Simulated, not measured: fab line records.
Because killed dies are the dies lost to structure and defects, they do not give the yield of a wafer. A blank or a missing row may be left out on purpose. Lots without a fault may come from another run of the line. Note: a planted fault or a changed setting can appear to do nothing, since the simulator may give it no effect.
Problem report in the 8D (eight disciplines) form, filled by code :: flow sky130 :: the parts of the form that need people (team, actions taken, sign-off) are left out

== 1. THE ISSUE ==
Mean VT_ADJUST_NCORE_TW at SKY_VT_ADJUST_NCORE_TW_MEAS_11: 238.0 over 6 wafers in 2 lots; fault-free wafers: 221.2, standard deviation 2.4. Relative to the usual mean, that is a shift of +7.0 standard deviations.
The first sign was on wafer L303.1 at day 13 23:57, on film-metro-01. At this step, 39 wafers from 13 lots have a number in the record. The rule behind "out" and "out of limits": a value lying over 4 standard deviations away from the usual mean. Any other wafer with a number is counted as sound.

== 2. WHAT IT IS AND WHAT IT IS NOT ==
question: which readings at this step
is: VT_ADJUST_NCORE_TW
is not: -

question: which lots
is: L303, L305
is not: L286, L289, L290, L294, L295, L296, L297, L298, L299, L308, L309

question: which wafers of those lots
is: all that have a number
is not: -

question: read on which gauges
is: film-metro-01, film-metro-02
is not: film-metro-03

question: when
is: from day 13 23:57
is not: up to then (27 sound wafers); but 6 sound wafers of L308, L309 came after

== 3. SUSPECTS, AND WHAT RULES EACH OUT ==
Counting: a tool at any process step up to the reading remains a suspect when it ran all the lots that are out and ran no sound lot after the first of those.
- the gauge at SKY_VT_ADJUST_NCORE_TW_MEAS_11 is ruled out. The wafers that are out were read on 2 gauges (film-metro-01, film-metro-02).
- implanter-02 at SKY_VT_ADJUST_NCORE_IMPLANT_09: kept. All lots that are out passed through it, beginning with L303 at day 13 23:42, and no sound lot followed; its final sound lot before that point was L295 at day 11 06:21. Out on those wafers are its own readings of beam-on-s, faraday-current-uA.
Left after counting: implanter-02 at SKY_VT_ADJUST_NCORE_IMPLANT_09.

== 4. THE CAUSE (what the simulator had put in) ==
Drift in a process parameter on implanter-02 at SKY_VT_ADJUST_NCORE_IMPLANT_09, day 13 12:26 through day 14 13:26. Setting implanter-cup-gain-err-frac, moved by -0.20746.
Only this tool survived the counting.

== 5. THE CHAIN OF EFFECTS, in route order ==
Each row: a reading whose mean over the struck wafers that have a number lies more than 3 standard deviations from the usual. Only readings whose record carries a usual standard deviation are examined. hours: median over the lots of the time between each lot's start at the first step of this table that gives one and its start at this step. sigmas: the change, counted in usual standard deviations.
hours: 0
step: SKY_VT_ADJUST_NCORE_IMPLANT_09
reading: beam-on-s
usual: 9.99 s
on struck wafers: 12.69
change: +2.70
sigmas: +13

hours: 0
step: SKY_VT_ADJUST_NCORE_IMPLANT_09
reading: faraday-current-uA
usual: 13.55
on struck wafers: 10.68
change: -2.87
sigmas: -10

hours: 0
step: SKY_VT_ADJUST_NCORE_TW_MEAS_11
reading: VT_ADJUST_NCORE_TW
usual: 221.2
on struck wafers: 238.0
change: +16.8
sigmas: +7.0
Process steps it contains:
- SKY_VT_ADJUST_NCORE_IMPLANT_09

== 6. WHAT WOULD HAVE CAUGHT IT SOONER ==
The first out-of-limits reading at a measuring or inspecting step in this record came at day 13 23:57, 12 hours after the fault's start at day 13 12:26.
The tool's own readings at SKY_VT_ADJUST_NCORE_IMPLANT_09 were out on every struck wafer that the step has a row for (beam-on-s, faraday-current-uA): an alarm limit on them would have fired on the first of those.
L305, from the lots that are out (2), started SKY_VT_ADJUST_NCORE_IMPLANT_09 on implanter-02 later than day 13 23:57. Putting the tool on hold at that point would have spared it.
